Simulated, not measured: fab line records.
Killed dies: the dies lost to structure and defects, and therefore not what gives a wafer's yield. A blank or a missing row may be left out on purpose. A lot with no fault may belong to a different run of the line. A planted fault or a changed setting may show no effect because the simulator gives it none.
A struck lot beside a sound one + flow sky130 + 17 steps out of a route of 708
Sound: these wafers, L749.1, L749.2, L749.3. The struck wafers were L760.4, L760.5, L760.6. The cause comes at the end.
Order at every step that has rows: each side's tool, ch and its chambers, its first start. Under that, the readings that differ: sound wafers + struck wafers + difference of the means + sigmas: that difference in standard deviations of wafers without a fault.
alike: readings whose means differ by less than 2 such deviations, and words and numbers that are the same on both sides. not compared: withheld readings, readings that some wafer has no value for, bounds like >300 that may hide the same value, and numbers for which the record gives no deviation and whose values overlap.
A row with sigmas, a row that says differs or no value, or rows on one side alone: a step with any of these is where the two part. Numbers that don't overlap but have no deviation are shown without sigmas and don't part them. Lack of a reading on every wafer of one side parts them only where that side has two or more wafers.

SKY_LDD_P_OVL_MEAS_08:
  struck on overlay-02, day 25 15:29; sound on overlay-01, day 18 23:04
  alike: LDD_P_OVL
next, for these wafers, 1 step has no rows: SKY_LDD_P_IMPLANT_09.
SKY_LDD_P_STRIP_10: strips in O2/N2.
  sound on plasma asher-03 ch 0,1, day 18 23:14; struck on plasma asher-04 ch 0,1, day 25 15:41
| reading                      | sound             | struck            | difference | sigmas |
|------------------------------|-------------------|-------------------|------------|--------|
| strip time to endpoint s (s) | 14.23 14.22 14.25 | 14.14 14.12 14.14 | -0.10      | -2     |
  alike: drypump motor current A, oes product au
  not compared: rf hours counter h
SKY_LDD_P_TW_MEAS_11:
  struck on film metro-02, day 25 15:46; sound on film metro-01, day 18 23:20
  alike: LDD_P_TW
then, 7 steps without rows for these wafers: SKY_LDD_HVN_DEHYDRATE_00 (time 60 s); SKY_LDD_HVN_HMDS_01 (prime time 60 s); SKY_LDD_HVN_COAT_02 (resist thk 300 nm); SKY_LDD_HVN_SOFTBAKE_03 (time 60 s); SKY_LDD_HVN_EXPOSE_04 (exposes mask HVNTM, target cd 700 nm); SKY_LDD_HVN_PEB_05; SKY_LDD_HVN_DEVELOP_06 (develop time 60 s).
SKY_LDD_HVN_OVL_MEAS_07:
  struck on overlay-01, day 26 21:19; sound on overlay-01, day 20 06:48
  alike: LDD_HVN_OVL
SKY_LDD_HVN_IMPLANT_08:
  sound on implanter-03 ch 0, day 20 06:50; struck on implanter-03 ch 0, day 26 21:25
| reading                   | sound                | struck               | difference | sigmas      |
|---------------------------|----------------------|----------------------|------------|-------------|
| beam energy keV           | 59.994 60.016 59.997 | 48.317 48.330 48.307 | -11.684    | -99 or more |
| model.implant.rp nm (nm)  | 56.4 56.4 56.4       | 44.68 44.68 44.68    | -11.72     |             |
| model.implant.drp nm (nm) | 28.15 28.15 28.15    | 23.44 23.44 23.44    | -4.71      |             |
  alike: beam on s
SKY_LDD_HVN_STRIP_09: strips in O2/N2.
  sound on plasma asher-01 ch 0,1, day 20 06:59; struck on plasma asher-02 ch 0,1, day 26 21:31
  alike: drypump motor current A, oes product au, strip time to endpoint s
  not compared: rf hours counter h
SKY_LDD_HVN_TW_MEAS_10:
  struck on film metro-04, day 26 21:37; sound on film metro-01, day 20 07:05
| reading    | sound          | struck         | difference | sigmas |
|------------|----------------|----------------|------------|--------|
| LDD_HVN_TW | 1470 1464 1460 | 1399 1390 1401 | -68        | -3     |
then, 1 step without rows for these wafers: SKY_LDD_HVP_DEHYDRATE_00 (time 60 s).
-- the record jumps here: 23 days lie between the struck wafers' starts before and after (it left off in module LDD_HVP and takes up again in module PAD_OPEN, whose first step shown is number 708 of the route) --
SKY_PAD_OPEN_PROBE_99:
  struck on prober-01, day 50 04:37; sound on prober-01, day 45 20:41
| reading                                 | sound                | struck               | difference | sigmas |
|-----------------------------------------|----------------------|----------------------|------------|--------|
| model.etest.tip_n_5v.rs ohm sq          | 1388 1395 1385       | 1557 1557 1568       | +171       |        |
| model.etest.nfet g5v0d10v5.r on ohm um  | 1886 1873 1873       | 1941 1928 1937       | +58        |        |
| model.etest.nfet g5v0d10v5.drive ua um  | 612.3 607.8 605.6    | 583.8 592.9 592.6    | -18.8      |        |
| model.etest.nfet g5v0d10v5.vt sat v (V) | 0.7607 0.7557 0.7658 | 0.7976 0.7894 0.7918 | +0.0322    |        |
| model.etest.nfet g5v0d10v5.vt v (V)     | 0.8181 0.8186 0.8239 | 0.8485 0.8334 0.8384 | +0.0199    |        |
  alike: killed_at_M0_to_M3, killed_at_M4_up, killed at contacts, killed at front end, killed at other, killed dies, killed open, killed short

## WHERE THEY PART
Earliest at SKY_LDD_P_STRIP_10; latest, in this record, at SKY_LDD_HVN_TW_MEAS_10. Later steps at which nothing parts them and some readings are alike: SKY_PAD_OPEN_PROBE_99.

WHY: what had been put in by the simulator
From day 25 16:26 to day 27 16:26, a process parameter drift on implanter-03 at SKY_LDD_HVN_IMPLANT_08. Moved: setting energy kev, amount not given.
